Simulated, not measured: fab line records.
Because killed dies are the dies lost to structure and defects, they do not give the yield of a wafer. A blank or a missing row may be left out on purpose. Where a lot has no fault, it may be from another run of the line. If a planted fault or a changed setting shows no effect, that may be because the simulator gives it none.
A sampling plan put to the test -- flow sky130 -- one line in one fab, 7 faults in these records, each fault weighed on the records of the lots it struck
Plan = the line's own looks (route steps where a gauge or an inspection reads the wafer without altering it). A look can be judged if struck wafers have a number there and the file gives its usual mean and standard deviation on fault-free wafers. Caught: the struck wafers' mean, at a look after the fault's first step, is 4 or more of those standard deviations (sigma) away from the usual mean. On the tool: the test repeated on the tool's own readings taken at the fault's steps. Also counted as caught: the struck wafers showing another recipe, or a record that is empty for them alone.

## THE FAULTS, as the simulator had put them in
1. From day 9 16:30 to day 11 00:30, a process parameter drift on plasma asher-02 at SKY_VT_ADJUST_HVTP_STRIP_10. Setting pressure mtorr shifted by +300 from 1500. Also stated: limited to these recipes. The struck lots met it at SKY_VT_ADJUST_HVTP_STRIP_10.
2. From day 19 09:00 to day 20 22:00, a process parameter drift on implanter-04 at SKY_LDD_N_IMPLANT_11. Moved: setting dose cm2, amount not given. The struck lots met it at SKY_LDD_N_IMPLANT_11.
3. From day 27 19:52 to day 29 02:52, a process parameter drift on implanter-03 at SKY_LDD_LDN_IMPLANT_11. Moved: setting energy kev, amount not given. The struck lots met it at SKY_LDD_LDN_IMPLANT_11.
4. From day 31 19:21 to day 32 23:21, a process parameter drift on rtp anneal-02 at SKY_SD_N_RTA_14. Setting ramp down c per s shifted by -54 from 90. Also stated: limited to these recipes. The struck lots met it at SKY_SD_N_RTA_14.
5. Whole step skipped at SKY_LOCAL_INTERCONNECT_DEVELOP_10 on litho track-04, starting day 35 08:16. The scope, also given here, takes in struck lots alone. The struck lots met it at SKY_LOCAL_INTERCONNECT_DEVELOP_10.
6. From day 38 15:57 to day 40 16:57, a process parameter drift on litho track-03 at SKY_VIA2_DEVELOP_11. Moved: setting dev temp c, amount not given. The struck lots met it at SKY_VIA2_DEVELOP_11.
7. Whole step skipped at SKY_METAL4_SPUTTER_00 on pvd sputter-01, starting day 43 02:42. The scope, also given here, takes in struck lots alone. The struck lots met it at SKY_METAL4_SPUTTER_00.

## WHAT THE PLAN SAW
fault,on the tool itself,first look that catches it,"reading, sigma",median hours from its first step to that look,hours from the fault's start to the first struck lot there,judged looks passed uncaught
1,chamber pressure mTorr +99 or beyond sigma,not the one look that can be judged after it,-,-,-,1
2,dose ions cm2 -99 or beyond sigma,not the one look that can be judged after it,-,-,-,1
3,beam energy keV +99 or beyond sigma,none of the 2 looks that can be judged after it,-,-,-,2
4,ramp down c per s -99 or beyond sigma,no look after it can be judged,-,-,-,0
5,the tool's record is blank for the struck wafers,no look after it can be judged,-,-,-,0
6,developer temp C +21 sigma,not the one look that can be judged after it,-,-,-,1
7,the tool's record is blank for the struck wafers,not the one look that can be judged after it,-,-,-,1
A dash: the fault is not caught, or the number is missing from these records.

Caught at a look: 0 of 7. Caught on the tool: 7 of 7. By one or the other: 7 of 7.
Faults 1, 2, 3, 4, 5, 6, 7 were caught on the tool alone.
